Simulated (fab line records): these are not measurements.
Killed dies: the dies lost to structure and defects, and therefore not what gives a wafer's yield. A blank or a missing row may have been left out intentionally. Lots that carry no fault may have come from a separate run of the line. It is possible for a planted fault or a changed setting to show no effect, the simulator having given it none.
fab line records    flow sky130
record: lots: 12  wafers: 36  last_day: 50
route steps=708 shown METAL4@602 VIA4@642 PAD_OPEN@708
lots that met no fault: from a run of the same line without faults
start_h: the number of hours between the record's first day and the start of the first shown wafer of the lot    wait_h: hours since the lot's step before    " as in the row above    L1.1+2: a row that stands for several wafers    - no value, or no start given    * or withheld: withheld    < > ~ a bound
route shown NAME@n: a module of which the file shows steps, and the number in the route of the first    usual: mean and standard deviation over wafers with no fault    same: alike in all rows    chamber/n: place in a boat    sites: the reading at each site    _std_site: the standard deviation of these    _edge_site: outer sites' mean less inner sites'    radius_mm: how far each site lies from the wafer's centre    mask NAME#n: copy n    behind: the tool/chamber that last shaped the wafer    hold: why the lot was held/for how many hours/how that ended    device: transistor that didn't switch, given as n, p or np    end of line: the same wafers' tests at the end of the route    a step given without rows: its recipe and nothing more    killed: dies that structure and defects cost at the first sort, which is not the same as the wafer's yield    map: a wafer's dies, marking killed ones x, the rest . and places with no die _
set.NAME: the run value of the setting; set.NAME@STEP: its run value at that earlier step    model.NAME: the simulator's own value behind a step, which no gauge read
one table for each step of the route and one row for each wafer, over a sample of lots
services: when a tool's chamber went out of use (start_h, in hours from the record's first day, below 0 if earlier), for how many hours, and the reason
== steps ==
step: SKY_METAL4_SPUTTER_04
recipe: material: TiN  target_thk_nm: 70  power_w: 6500  time_s: 58.3  chamber_pressure_pa: 0.4
usual: chamber_pressure_pa: 0.3999/0.00079  throttle_valve_pct: 30.0/1.3
lot.wafer  tool            chamber  start_h  wait_h  chamber_pressure_pa  throttle_valve_pct
L854.1     pvd_sputter-01  -        920.40   0.0     0.3993               33.3
L854.5     "               -        "        "       0.4005               33.3
L854.6     "               -        "        "       0.3998               28.6
L855.1     pvd_sputter-01  -        929.33   0.0     0.4001               29.6
L855.2     "               -        "        "       0.4000               28.9
L855.5     "               -        "        "       0.3995               29.6
L856.1     pvd_sputter-02  -        942.04   0.0     0.4013               30.2
L856.2     "               -        "        "       0.4012               29.2
L856.4     "               -        "        "       0.4014               31.0
L857.2     pvd_sputter-01  -        942.68   0.0     0.3996               28.7
L857.4     "               -        "        "       0.3989               29.8
L857.5     "               -        "        "       0.3999               28.4
L858.3     pvd_sputter-02  -        949.70   0.0     0.3996               28.9
L858.4     "               -        "        "       0.3999               30.3
L858.6     "               -        "        "       0.4005               31.1
L865.1     pvd_sputter-01  -        994.68   0.0     0.4000               29.9
L865.3     "               -        "        "       0.3997               33.5
L865.5     "               -        "        "       0.4010               29.7
L866.2     pvd_sputter-01  -        1008.38  0.0     0.4000               29.9
L866.3     "               -        "        "       0.4000               29.7
L866.6     "               -        "        "       0.4014               29.6
L870.3     pvd_sputter-03  -        1059.28  0.0     0.3988               28.0
L870.4     "               -        "        "       0.4000               31.6
L870.6     "               -        "        "       0.3999               29.7
L872.2     pvd_sputter-02  -        1061.79  0.0     0.3996               29.9
L872.3     "               -        "        "       0.3995               29.1
L872.6     "               -        "        "       0.3983               29.2
L874.2     pvd_sputter-02  -        1065.87  0.0     0.4008               29.2
L874.4     "               -        "        "       0.3997               29.3
L874.6     "               -        "        "       0.4009               29.2
L875.2     pvd_sputter-02  -        1066.78  0.0     0.3999               30.1
L875.3     "               -        "        "       0.4013               29.4
L875.5     "               -        "        "       0.3990               31.0
L876.2     pvd_sputter-01  -        1070.14  0.0     0.3990               28.7
L876.3     "               -        "        "       0.4015               29.7
L876.5     "               -        "        "       0.4003               32.7
step: SKY_METAL4_ETCH_17
recipe: target: SiO2  stop_on: TiN  chemistry: C4F8/O2/Ar  source_w: 1500  bias_w: 1200  pressure_mtorr: 40  c4f8_flow_sccm: withheld  O2_flow_sccm: 6  Ar_flow_sccm: 300  time_s: 3.9  target_depth_a: 150
usual: oes_product_au: 0.758/0.0065
lot.wafer  tool         chamber  start_h  wait_h  oes_product_au  rf_hours_counter_h
L854.1     rie_diel-04  2        969.60   0.1     0.761           5
L854.5     "            2        "        "       0.769           -
L854.6     "            3        "        "       0.769           -
L855.1     rie_diel-03  0        976.90   0.1     0.755           11
L855.2     "            2        "        "       0.756           10
L855.5     "            2        "        "       0.764           -
L856.1     rie_diel-01  2        989.54   0.1     0.751           23
L856.2     "            3        "        "       0.758           18
L856.4     "            1        "        "       0.746           -
L857.2     rie_diel-04  3        989.90   0.1     0.757           25
L857.4     "            0        "        "       0.754           12
L857.5     "            0        "        "       0.758           -
L858.3     rie_diel-04  0        998.78   0.1     0.754           13
L858.4     "            1        "        "       0.765           15
L858.6     "            3        "        "       0.754           -
L865.1     rie_diel-04  0        1040.44  0.1     0.746           14
L865.3     "            2        "        "       0.751           7
L865.5     "            0        "        "       0.765           -
L866.2     rie_diel-04  3        1052.07  0.1     0.757           27
L866.3     "            0        "        "       0.754           14
L866.6     "            2        "        "       0.763           -
L870.3     rie_diel-01  3        1101.25  0.0     0.753           22
L870.4     "            3        "        "       0.755           -
L870.6     "            0        "        "       0.747           -
L872.2     rie_diel-03  1        1102.55  0.1     0.757           7
L872.3     "            2        "        "       0.749           14
L872.6     "            0        "        "       0.752           -
L874.2     rie_diel-01  3        1107.54  0.1     0.752           22
L874.4     "            3        "        "       0.764           -
L874.6     "            3        "        "       0.762           -
L875.2     rie_diel-03  0        1108.30  0.1     0.751           15
L875.3     "            3        "        "       0.756           5
L875.5     "            2        "        "       0.763           -
L876.2     rie_diel-04  2        1112.14  0.1     0.757           9
L876.3     "            0        "        "       0.761           16
L876.5     "            2        "        "       0.772           -
step: SKY_VIA4_BOW_MEAS_03
recipe: mode: bow
usual: VIA4_BOW: 80/8.5
lot.wafer  tool           chamber  start_h  wait_h  VIA4_BOW[um]
L854.1     film_metro-03  -        971.00   0.1     78
L854.5     "              -        "        "       89
L854.6     "              -        "        "       91
L855.1     film_metro-02  -        978.30   0.1     76
L855.2     "              -        "        "       69
L855.5     "              -        "        "       69
L856.1     film_metro-01  -        990.93   0.2     88
L856.2     "              -        "        "       75
L856.4     "              -        "        "       88
L857.2     film_metro-01  -        991.25   0.2     86
L857.4     "              -        "        "       84
L857.5     "              -        "        "       75
L858.3     film_metro-02  -        1000.37  0.2     83
L858.4     "              -        "        "       82
L858.6     "              -        "        "       86
L865.1     film_metro-03  -        1041.98  0.2     98
L865.3     "              -        "        "       89
L865.5     "              -        "        "       104
L866.2     film_metro-02  -        1053.46  0.1     72
L866.3     "              -        "        "       69
L866.6     "              -        "        "       81
L870.3     film_metro-03  -        1102.62  0.2     87
L870.4     "              -        "        "       84
L870.6     "              -        "        "       77
L872.2     film_metro-02  -        1103.90  0.3     66
L872.3     "              -        "        "       81
L872.6     "              -        "        "       74
L874.2     film_metro-02  -        1108.94  0.2     65
L874.4     "              -        "        "       80
L874.6     "              -        "        "       71
L875.2     film_metro-03  -        1109.69  0.1     81
L875.3     "              -        "        "       85
L875.5     "              -        "        "       82
L876.2     film_metro-01  -        1113.53  0.1     78
L876.3     "              -        "        "       83
L876.5     "              -        "        "       76
step: SKY_VIA4_CVD_18
recipe: material: W  target_thk_nm: 505  time_s: 152.14  temp_c: 400  pressure_torr: 40
usual: chamber_pressure_Torr: 39.98/0.09  heater_power_outer_w: 527/19  heater_power_w: 834/17
lot.wafer  tool      chamber  start_h  wait_h  chamber_pressure_Torr  heater_power_outer_w  heater_power_w
L854.1     cvd_w-01  0        995.13   0.0     40.08                  518                   818
L854.5     "         0        "        "       39.97                  492                   814
L854.6     "         1        "        "       39.89                  553                   835
L855.1     cvd_w-01  0        1001.13  0.0     40.04                  512                   817
L855.2     "         1        "        "       39.95                  535                   834
L855.5     "         1        "        "       40.15                  537                   841
L856.1     cvd_w-01  1        1014.13  0.0     39.77                  536                   840
L856.2     "         0        "        "       39.90                  508                   813
L856.4     "         0        "        "       39.91                  501                   799
L857.2     cvd_w-02  1        1014.65  0.0     39.91                  529                   882
L857.4     "         0        "        "       40.04                  534                   839
L857.5     "         0        "        "       40.18                  541                   833
L858.3     cvd_w-02  0        1023.33  0.1     39.99                  553                   845
L858.4     "         1        "        "       40.05                  513                   871
L858.6     "         0        "        "       40.08                  574                   855
L865.1     cvd_w-02  0        1064.05  0.0     -                      -                     -
L865.3     "         1        "        "       -                      -                     -
L865.5     "         1        "        "       -                      -                     -
L866.2     cvd_w-01  1        1075.58  0.0     -                      -                     -
L866.3     "         0        "        "       -                      -                     -
L866.6     "         1        "        "       -                      -                     -
L870.3     cvd_w-01  1        1121.58  0.1     39.91                  539                   824
L870.4     "         0        "        "       39.89                  500                   833
L870.6     "         1        "        "       39.93                  536                   850
L872.2     cvd_w-01  1        1123.10  0.0     39.88                  543                   810
L872.3     "         1        "        "       40.04                  543                   820
L872.6     "         1        "        "       40.01                  549                   842
L874.2     cvd_w-01  0        1128.43  0.0     39.89                  504                   825
L874.4     "         1        "        "       40.03                  552                   816
L874.6     "         1        "        "       39.98                  540                   829
L875.2     cvd_w-02  0        1128.53  0.0     40.14                  545                   839
L875.3     "         1        "        "       39.99                  534                   865
L875.5     "         0        "        "       39.88                  549                   845
L876.2     cvd_w-01  0        1132.97  0.1     40.00                  498                   823
L876.3     "         0        "        "       39.92                  510                   824
L876.5     "         0        "        "       39.98                  513                   822
step: SKY_VIA4_RS_MEAS_19
recipe: thk_meas_gauge: four-point-probe  reads: W_of_VIA4_CVD_18+TiN_of_VIA4_SPUTTER_17
usual: VIA4_W_RS: 0.2272/0.0027
lot.wafer  tool           chamber  start_h  wait_h  hold                      VIA4_W_RS[ohm/sq]
L854.1     film_metro-03  -        995.28   0.1     -                         0.2285
L854.5     "              -        "        "       -                         0.2314
L854.6     "              -        "        "       -                         0.2305
L855.1     film_metro-02  -        1001.29  0.1     -                         0.2294
L855.2     "              -        "        "       -                         0.2288
L855.5     "              -        "        "       -                         0.2263
L856.1     film_metro-02  -        1014.28  0.1     -                         0.2252
L856.2     "              -        "        "       -                         0.2302
L856.4     "              -        "        "       -                         0.2314
L857.2     film_metro-01  -        1014.82  0.1     -                         0.2277
L857.4     "              -        "        "       -                         0.2294
L857.5     "              -        "        "       -                         0.2287
L858.3     film_metro-01  -        1023.47  0.1     -                         0.2280
L858.4     "              -        "        "       -                         0.2275
L858.6     "              -        "        "       -                         0.2303
L865.1     film_metro-02  -        1064.27  0.2     await_dispo/0.2h/release  58.894
L865.3     "              -        "        "       await_dispo/0.2h/release  59.394
L865.5     "              -        "        "       await_dispo/0.2h/release  58.829
L865.1     film_metro-02  -        1064.56  0.3     -                         58.905
L865.3     "              -        "        "       -                         59.326
L865.5     "              -        "        "       -                         58.795
L866.2     film_metro-03  -        1075.76  0.1     await_dispo/0.2h/release  58.298
L866.3     "              -        "        "       await_dispo/0.2h/release  58.835
L866.6     "              -        "        "       await_dispo/0.2h/release  59.343
L866.2     film_metro-03  -        1076.04  0.3     -                         58.263
L866.3     "              -        "        "       -                         59.108
L866.6     "              -        "        "       -                         59.354
L870.3     film_metro-02  -        1121.72  0.1     -                         0.2249
L870.4     "              -        "        "       -                         0.2277
L870.6     "              -        "        "       -                         0.2256
L872.2     film_metro-03  -        1123.27  0.1     -                         0.2227
L872.3     "              -        "        "       -                         0.2221
L872.6     "              -        "        "       -                         0.2231
L874.2     film_metro-02  -        1128.60  0.1     -                         0.2265
L874.4     "              -        "        "       -                         0.2208
L874.6     "              -        "        "       -                         0.2218
L875.2     film_metro-01  -        1128.70  0.1     -                         0.2285
L875.3     "              -        "        "       -                         0.2295
L875.5     "              -        "        "       -                         0.2327
L876.2     film_metro-01  -        1133.25  0.2     -                         0.2290
L876.3     "              -        "        "       -                         0.2285
L876.5     "              -        "        "       -                         0.2287
step: SKY_PAD_OPEN_PROBE_99
usual: defect_limited_yield: 82.8/1.9  killed_at_M0_to_M3: 42/6.3  killed_at_M4_up: 3.2/1.9  killed_at_contacts: 24/5.8  killed_at_front_end: 15/4.3  killed_at_other: 0.2/0.62  killed_dies: 85/9.3  killed_open: 46/6.8  killed_short: 38/6.1  sort_bin_3_pad_short: 0.8/0.43  sort_bin_5_function: 10.2/1.5  sort_bin_6_memory: 6.2/1.1  sort_n_pass: 407/9.3  sort_yield_pct: 82.8/1.9
same: gross_dies: 492  killed_at_back_side: 0  sort_bin_4_leakage[%]: 0  sort_bin_8_speed[%]: 0
lot.wafer  tool       chamber  start_h  wait_h  defect_limited_yield[%]  killed_at_M0_to_M3  killed_at_M4_up  killed_at_contacts  killed_at_front_end  killed_at_other  killed_dies  killed_open  killed_short  sort_bin_3_pad_short[%]  sort_bin_5_function[%]  sort_bin_6_memory[%]  sort_n_pass  sort_yield_pct[%]
L854.1     prober-02  -        1064.27  0.1     79.5                     37                  9                42                  13                   0                101          43           58            0.8                      12.6                    7.1                   391          79.5
L854.5     prober-02  -        1064.47  0.2     83.3                     48                  1                20                  13                   0                82           53           29            1.2                      10.0                    5.5                   410          83.3
L854.6     prober-02  -        1064.52  0.2     84.6                     33                  2                21                  20                   0                76           33           43            0.8                      8.3                     6.3                   416          84.6
L857.2     prober-01  -        1083.10  0.1     81.9                     47                  1                16                  25                   0                89           52           37            1.2                      9.1                     7.7                   403          81.9
L857.4     prober-01  -        1083.20  0.2     83.5                     41                  2                20                  18                   0                81           46           35            0.4                      11.4                    4.7                   411          83.5
L857.5     prober-01  -        1083.25  0.2     81.5                     40                  5                21                  25                   0                91           52           39            1.2                      10.0                    7.3                   401          81.5
L858.3     prober-02  -        1092.92  0.2     84.8                     36                  3                18                  18                   0                75           37           38            1.0                      9.6                     4.7                   417          84.8
L858.4     prober-02  -        1092.97  0.2     86.8                     30                  1                20                  14                   0                65           32           33            1.0                      7.7                     4.5                   427          86.8
L858.6     prober-02  -        1093.07  0.2     83.1                     43                  1                23                  16                   0                83           52           31            1.0                      8.3                     7.5                   409          83.1
L870.3     prober-02  -        1178.80  0.2     84.8                     39                  4                19                  13                   0                75           37           37            0.8                      9.8                     4.7                   417          84.8
L870.4     prober-02  -        1178.85  0.2     84.6                     38                  4                25                  9                    0                76           41           35            0.2                      9.8                     5.5                   416          84.6
L870.6     prober-02  -        1178.95  0.2     81.1                     50                  3                26                  14                   0                93           52           40            1.0                      12.0                    5.9                   399          81.1
killed by level:class
L854.1 LOCAL_INTERCONNECT:geometric_particle:short=12 CONTACT:geometric_particle:open=12 LI_CONTACT:geometric_particle:open=8 METAL4:geometric_particle:short=8 FIELD_ISO:geometric_particle:short=6 VIA1:geometric_particle:open=6 METAL1:geometric_particle:short=6 CONTACT:geometric_particle:short=6
L854.5 VIA1:geometric_particle:open=18 LI_CONTACT:geometric_particle:open=8 CONTACT:geometric_particle:open=8 VIA1:geometric_particle:short=7 VIA3:geometric_particle:open=5 POLY_GATE:geometric_particle:open=4 METAL1:geometric_particle:short=4 VIA2:geometric_particle:short=4
L854.6 FIELD_ISO:geometric_particle:short=8 VIA1:geometric_particle:open=8 LOCAL_INTERCONNECT:geometric_particle:short=7 LI_CONTACT:geometric_particle:open=6 FIELD_ISO:geometric_particle:open=5 METAL2:geometric_particle:short=5 VIA2:geometric_particle:short=5 POLY_GATE:geometric_particle:short=4
L857.2 VIA3:geometric_particle:open=8 VIA1:geometric_particle:open=7 VIA2:geometric_particle:open=7 CONTACT:geometric_particle:open=6 VIA1:geometric_particle:short=6 METAL2:geometric_particle:short=6 POLY_GATE:geometric_particle:short=5 FIELD_ISO:geometric_particle:short=4
L857.4 LI_CONTACT:geometric_particle:open=9 VIA3:geometric_particle:open=8 VIA1:geometric_particle:open=7 POLY_GATE:geometric_particle:open=5 VIA2:geometric_particle:short=5 VIA2:geometric_particle:open=5 POLY_GATE:geometric_particle:short=4 METAL1:geometric_particle:short=4
L857.5 VIA2:geometric_particle:open=9 CONTACT:geometric_particle:open=8 VIA1:geometric_particle:open=8 FIELD_ISO:geometric_particle:short=6 POLY_GATE:geometric_particle:open=6 VIA1:geometric_particle:short=5 SPACER:geometric_particle:open=4 METAL2:geometric_particle:short=4
L858.3 VIA1:geometric_particle:open=9 POLY_GATE:geometric_particle:short=6 LI_CONTACT:geometric_particle:open=6 METAL1:geometric_particle:short=6 CONTACT:geometric_particle:open=5 METAL2:geometric_particle:short=5 FIELD_ISO:geometric_particle:open=4 POLY_GATE:geometric_particle:open=4
L858.4 VIA1:geometric_particle:open=10 LI_CONTACT:geometric_particle:open=6 POLY_GATE:geometric_particle:short=4 POLY_GATE:geometric_particle:open=4 LI_CONTACT:geometric_particle:short=4 CONTACT:geometric_particle:open=4 METAL1:geometric_particle:short=4 METAL2:geometric_particle:short=4
L858.6 CONTACT:geometric_particle:open=11 VIA1:geometric_particle:open=11 VIA3:geometric_particle:open=8 METAL1:geometric_particle:short=7 FIELD_ISO:geometric_particle:open=5 LI_CONTACT:geometric_particle:open=5 CONTACT:geometric_particle:short=5 FIELD_ISO:geometric_particle:short=4
L870.3 CONTACT:geometric_particle:open=8 VIA2:geometric_particle:open=7 METAL1:geometric_particle:short=6 METAL2:geometric_particle:short=6 VIA1:geometric_particle:open=6 FIELD_ISO:geometric_particle:short=5 CONTACT:geometric_particle:short=4 VIA3:geometric_particle:open=4
L870.4 LI_CONTACT:geometric_particle:open=8 CONTACT:geometric_particle:open=7 CONTACT:geometric_particle:short=6 VIA1:geometric_particle:open=6 VIA2:geometric_particle:open=6 METAL1:geometric_particle:short=5 VIA3:geometric_particle:open=5 VIA3:geometric_particle:short=4
L870.6 VIA1:geometric_particle:open=14 CONTACT:geometric_particle:open=10 LOCAL_INTERCONNECT:geometric_particle:short=8 VIA2:geometric_particle:open=8 METAL2:geometric_particle:short=7 METAL1:geometric_particle:short=6 VIA1:geometric_particle:short=5 CONTACT:geometric_particle:short=4
== services ==
tool            chamber  start_h  hours  kind
rie_diel-01     0        897.40   9.5    repair
cvd_w-02        -        904.00   14.0   pm
rie_diel-03     -        908.74   0.5    repair
rie_diel-01     1        912.17   9.8    repair
rie_diel-04     -        920.11   7.0    repair
rie_diel-03     1        935.51   2.7    repair
rie_diel-01     1        942.67   14.7   repair
rie_diel-03     -        954.04   1.1    repair
cvd_w-02        -        962.04   6.0    pm
rie_diel-01     0        979.43   36.3   repair
rie_diel-01     -        980.64   2.8    pm
pvd_sputter-03  -        1020.89  9.8    repair
rie_diel-03     -        1028.30  0.7    repair
rie_diel-03     2        1044.13  3.0    repair
cvd_w-01        -        1047.02  0.2    repair
pvd_sputter-02  -        1060.50  0.9    repair
pvd_sputter-02  -        1063.43  0.7    repair
rie_diel-01     1        1090.48  27.8   repair
rie_diel-01     2        1103.05  7.5    repair
pvd_sputter-02  -        1108.76  1.9    repair
rie_diel-01     -        1112.22  0.4    repair
rie_diel-03     3        1117.66  16.2   repair
cvd_w-01        -        1129.16  2.8    pm
cvd_w-01        1        1132.02  5.2    repair
== key ==
first_sign: step: SKY_VIA4_CVD_18  reading: tool_record  direction: missing
effect: step: SKY_VIA4_RS_MEAS_19  reading: visit  direction: added
effect: step: SKY_VIA4_RS_MEAS_19  reading: VIA4_W_RS  direction: up  sigmas: 99+  usual: 0.2272  struck: 58.932
met_at SKY_VIA4_CVD_18
struck_lots L865,L866
scrapped_behind SKY_VIA4_RS_MEAS_19 L865.1,L865.3,L865.5,L866.2,L866.3,L866.6
not_acting_at SKY_METAL4_SPUTTER_04,SKY_METAL4_ETCH_17,SKY_VIA4_BOW_MEAS_03
onset_between 1023.33 1064.05
fault: kind: skipped_step_whole  tool: cvd_w-01,cvd_w-02  chamber: -  onset_h: 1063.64  steps: SKY_VIA4_CVD_18  scope: struck_lots_only
